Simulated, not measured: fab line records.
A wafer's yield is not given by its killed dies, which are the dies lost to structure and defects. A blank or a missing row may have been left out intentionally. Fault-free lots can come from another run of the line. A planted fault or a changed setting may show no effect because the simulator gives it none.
Which tool did it? | flow gf180mcu | Sampling: 11 lots, 33 wafers, 7 of 602 route steps

## WHAT THE GAUGES SHOWED, per wafer
GF_NSD_CD_MEAS_07: the cd target is 400 nm. Usual: cd_nm 400.3 nm, standard deviation 2.8.
lot  | measured     | on        | cd_nm (nm)        | flag
L695 | day 14 07:29 | cd_sem-01 | 401.6 400.1 399.9 |
L698 | day 15 03:53 | cd_sem-02 | 396.9 397.3 396.9 |
L701 | day 16 08:35 | cd_sem-02 | 404.7 405.8 405.8 |
L702 | day 16 14:35 | cd_sem-01 | 402.7 402.6 402.8 |
L703 | day 16 22:53 | cd_sem-01 | 405.8 405.0 400.7 |
L704 | day 17 08:07 | cd_sem-01 | 402.9 402.2 401.6 |
L707 | day 18 11:30 | cd_sem-01 | 402.6 405.7 404.6 |
L708 | day 18 12:29 | cd_sem-01 | 398.3 396.2 398.6 |
L713 | day 20 11:13 | cd_sem-02 | 400.4 400.1 403.1 |
L714 | day 20 22:54 | cd_sem-01 | 398.3 397.6 399.9 |
L716 | day 21 07:25 | cd_sem-01 | 394.2 394.7 397.3 |

GF_PSD_TW_MEAS_11. Usual: PSD_TW typically reads 3208, with standard deviation 16.
lot  | measured     | on            | PSD_TW                        | flag
L695 | day 15 05:53 | film_metro-01 | 3186 3211 3210                |
L698 | day 16 01:41 | film_metro-01 | 3207 3187 3223                |
L701 | day 17 07:28 | film_metro-01 | 3188 3188 3197                |
L702 | day 17 13:37 | film_metro-01 | 3198 3195 3193                |
L703 | day 17 21:59 | film_metro-01 | 3205 3188 3191                |
L704 | day 18 08:39 | film_metro-01 | 3225 3243 3229                |
L707 | day 19 12:50 | film_metro-02 | 3198 3210 3207                |
L708 | day 19 14:14 | film_metro-02 | 3195 3212 3205                |
L713 | day 21 12:33 | film_metro-01 | 3448 3473 3442 3470 3463 3461 | OFF
L714 | day 21 23:20 | film_metro-04 | 3452 3451 3443 3459 3453 3445 | OFF
L716 | day 22 07:12 | film_metro-02 | 3428 3445 3446 3435 3422 3429 | OFF

GF_PSD_RS_MEAS_15: the measuring method here is four-point-probe. Usual: PSD_RS typically reads 108.48 ohm/sq, with standard deviation 0.23.
lot  | measured     | on            | PSD_RS (ohm/sq)                           | flag
L695 | day 15 06:13 | film_metro-04 | 108.60 108.68 108.96                      |
L698 | day 16 02:01 | film_metro-02 | 108.20 108.58 108.49                      |
L701 | day 17 07:48 | film_metro-04 | 108.36 108.19 108.33                      |
L702 | day 17 13:57 | film_metro-02 | 108.76 108.27 108.63                      |
L703 | day 17 22:18 | film_metro-01 | 108.45 108.60 108.53                      |
L704 | day 18 08:59 | film_metro-04 | 108.03 108.25 108.44                      |
L707 | day 19 13:10 | film_metro-04 | 108.40 108.54 108.74                      |
L708 | day 19 14:34 | film_metro-01 | 108.29 108.53 108.12                      |
L713 | day 21 16:52 | film_metro-02 | 102.16 102.15 101.98 101.88 101.98 101.89 | OFF
L714 | day 22 02:58 | film_metro-04 | 101.42 101.58 101.65 101.41 101.68 101.51 | OFF
L716 | day 22 09:58 | film_metro-04 | 101.19 101.44 101.81 101.37 101.51 101.73 | OFF

GF_CONTACT_BOW_MEAS_05. Usual: CONTACT_BOW typically reads 66 um, with standard deviation 6.8.
lot  | measured     | on            | CONTACT_BOW (um) | flag
L695 | day 16 05:29 | film_metro-04 | 61 75 71         |
L698 | day 17 02:22 | film_metro-03 | 56 71 69         |
L701 | day 18 08:38 | film_metro-04 | 74 70 75         |
L702 | day 18 14:56 | film_metro-02 | 57 66 72         |
L703 | day 19 00:36 | film_metro-04 | 72 66 53         |
L704 | day 19 10:40 | film_metro-02 | 67 64 55         |
L707 | day 20 14:45 | film_metro-02 | 62 53 62         |
L708 | day 20 16:40 | film_metro-02 | 63 67 67         |
L713 | day 22 13:58 | film_metro-02 | 71 78 69         |
L714 | day 23 00:48 | film_metro-04 | 70 65 79         |
L716 | day 23 08:16 | film_metro-04 | 77 72 61         |

## EACH LOT AND THE TOOL THAT RAN IT (in order: tool; ch and the chambers of the sampled wafers; start)
lot  | GF_PSD_IMPLANT_09               | GF_PSD_STRIP_10                      | GF_SALICIDE_SPUTTER_03
L695 | implanter-04 ch 0, day 15 05:38 | plasma_asher-04 ch 0,1, day 15 05:47 | pvd_sputter-04, day 16 04:27
L698 | implanter-01 ch 0, day 16 01:26 | plasma_asher-01 ch 0,1, day 16 01:35 | pvd_sputter-04, day 17 01:09
L701 | implanter-04 ch 0, day 17 07:14 | plasma_asher-04 ch 0,1, day 17 07:23 | pvd_sputter-01, day 18 07:33
L702 | implanter-01 ch 0, day 17 13:23 | plasma_asher-01 ch 0,1, day 17 13:32 | pvd_sputter-02, day 18 13:52
L703 | implanter-04 ch 0, day 17 21:44 | plasma_asher-01 ch 1, day 17 21:53   | pvd_sputter-01, day 18 23:34
L704 | implanter-01 ch 0, day 18 08:25 | plasma_asher-04 ch 0,1, day 18 08:32 | pvd_sputter-04, day 19 09:37
L707 | implanter-03 ch 0, day 19 12:35 | plasma_asher-02 ch 0,1, day 19 12:44 | pvd_sputter-04, day 20 13:43
L708 | implanter-01 ch 0, day 19 13:59 | plasma_asher-02 ch 0,1, day 19 14:08 | pvd_sputter-02, day 20 15:38
L713 | implanter-01 ch 0, day 21 12:19 | plasma_asher-04 ch 0,1, day 21 12:26 | pvd_sputter-02, day 22 12:55
L714 | implanter-01 ch 0, day 21 23:05 | plasma_asher-01 ch 0,1, day 21 23:14 | pvd_sputter-04, day 22 23:46
L716 | implanter-01 ch 0, day 22 06:58 | plasma_asher-01 ch 0,1, day 22 07:05 | pvd_sputter-04, day 23 07:12
- GF_PSD_IMPLANT_09
- GF_PSD_STRIP_10: strips in O2/N2.
- GF_SALICIDE_SPUTTER_03: material TiN, target thk 20 nm, time 16.7 s.

## AS READ BY THE TOOLS THEMSELVES (means over the sampled wafers that have a number; for cases with no such wafer, the mark the record gives instead)
GF_PSD_IMPLANT_09. Usual: beam_on_s 9.99 s, standard deviation 0.21; end_station_pressure_torr 1.18e-05 Torr, standard deviation 5.8e-07; faraday_current_uA 8258, standard deviation 170.
lot  | tool         | beam_on_s (s) | end_station_pressure_torr (Torr) | faraday_current_uA | flag
L695 | implanter-04 | 10.11         | 1.23e-05                         | 8150               |
L698 | implanter-01 | 9.98          | 1.17e-05                         | 8276               |
L701 | implanter-04 | 9.74          | 1.18e-05                         | 8458               |
L702 | implanter-01 | 10.02         | 1.20e-05                         | 8231               |
L703 | implanter-04 | 10.01         | 1.20e-05                         | 8222               |
L704 | implanter-01 | 10.02         | 1.12e-05                         | 8233               |
L707 | implanter-03 | 9.89          | 1.21e-05                         | 8348               |
L708 | implanter-01 | 10.16         | 1.10e-05                         | 8125               |
L713 | implanter-01 | 14.59         | 1.31e-04                         | 5850               | OFF
L714 | implanter-01 | 14.98         | 1.28e-04                         | 5702               | OFF
L716 | implanter-01 | 14.71         | 1.32e-04                         | 5822               | OFF

GF_PSD_STRIP_10. Usual: chamber_pressure_mTorr 1500.1 mTorr, standard deviation 1.4; drypump_motor_current_A 5.7 A, standard deviation 0.5; heater_power_w 340 W, standard deviation 35; n2_flow_sccm 299.8 sccm, standard deviation 0.86; oes_product_au 0.592 a.u., standard deviation 0.0046; strip_time_to_endpoint_s 16.51 s, standard deviation 0.032.
lot  | tool            | chamber_pressure_mTorr (mTorr) | drypump_motor_current_A (A) | heater_power_w (W) | n2_flow_sccm (sccm) | oes_product_au (a.u.) | strip_time_to_endpoint_s (s) | flag
L695 | plasma_asher-04 | 1499.2                         | 6.3                         | 307                | 300.4               | 0.593                 | 16.52                        |
L698 | plasma_asher-01 | 1499.2                         | 5.3                         | 375                | 300.6               | 0.591                 | 16.49                        |
L701 | plasma_asher-04 | 1500.3                         | 6.1                         | 313                | 298.4               | 0.591                 | 16.51                        |
L702 | plasma_asher-01 | 1500.7                         | 5.3                         | 372                | 299.6               | 0.591                 | 16.56                        |
L703 | plasma_asher-01 | 1499.9                         | 5.7                         | 336                | 300.6               | 0.593                 | 16.51                        |
L704 | plasma_asher-04 | 1499.7                         | 6.4                         | 300                | 300.3               | 0.594                 | 16.49                        |
L707 | plasma_asher-02 | 1500.1                         | 5.9                         | 332                | 299.2               | 0.587                 | 16.54                        |
L708 | plasma_asher-02 | 1501.3                         | 5.5                         | 328                | 300.0               | 0.590                 | 16.48                        |
L713 | plasma_asher-04 | 1499.8                         | 6.3                         | 302                | 299.4               | 0.565                 | 17.83                        | OFF
L714 | plasma_asher-01 | 1499.9                         | 5.3                         | 378                | 300.1               | 0.566                 | 17.79                        | OFF
L716 | plasma_asher-01 | 1500.1                         | 5.3                         | 382                | 299.9               | 0.568                 | 17.79                        | OFF

GF_SALICIDE_SPUTTER_03. Usual: throttle_valve_pct 30.0 %, standard deviation 1.3.
lot  | tool           | throttle_valve_pct (%) | flag
L695 | pvd_sputter-04 | 30.8                   |
L698 | pvd_sputter-04 | 30.4                   |
L701 | pvd_sputter-01 | 27.4                   |
L702 | pvd_sputter-02 | 30.5                   |
L703 | pvd_sputter-01 | 28.8                   |
L704 | pvd_sputter-04 | 30.1                   |
L707 | pvd_sputter-04 | 30.2                   |
L708 | pvd_sputter-02 | 30.7                   |
L713 | pvd_sputter-02 | 30.4                   |
L714 | pvd_sputter-04 | 30.2                   |
L716 | pvd_sputter-04 | 30.7                   |

## THE ANSWER, worked out from the rows above alone
Rule: take the mean of a lot's wafers that have a number; if it is more than 3 standard deviations from the usual mean, the lot is off. Also off: a lot with no number at a reading for which 4 or more lots have one. The other lots that the step has rows for count as sound. After the gauges, taken in route order, come the tools' own readings; for these a lot's mean is taken, as printed above. The first step at which some lot is off is used, and at that step the reading that is off furthest; a lot without a number counts as furthest.
Off: L713, L714, L716, at GF_PSD_TW_MEAS_11 (PSD_TW).
If a tool, at a process step before that reading, ran all the lots that are off and no sound lot after the first of them, it fits. The gauges at GF_PSD_TW_MEAS_11 aren't tried: what is off there is off at GF_PSD_IMPLANT_09 too, on other tools, and a gauge's error can't cause that. One fits: implanter-01 at GF_PSD_IMPLANT_09. A fault onset in the window from L708 (day 19 13:59, its last sound lot) to L713 (day 21 12:19, its first lot off) fits.
The tool's own readings at GF_PSD_IMPLANT_09 bear it out: on the lots that are off they differ by more than 5 times the standard deviation of the sound lots' means. beam_on_s reads 14.76 s there against 9.99 s on the sound lots; end_station_pressure_torr reads 1.30e-04 Torr there against 1.18e-05 Torr on the sound lots; faraday_current_uA reads 5791 there against 8255 on the sound lots.

## WHAT THE SIMULATOR PUT IN
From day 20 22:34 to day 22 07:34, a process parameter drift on implanter-01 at GF_PSD_IMPLANT_09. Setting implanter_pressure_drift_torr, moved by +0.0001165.
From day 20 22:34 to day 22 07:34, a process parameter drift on implanter-01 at GF_PSD_IMPLANT_09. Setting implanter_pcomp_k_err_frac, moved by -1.
Shown lots that were struck: L713, L714, L716. The rule given above showed the same thing.
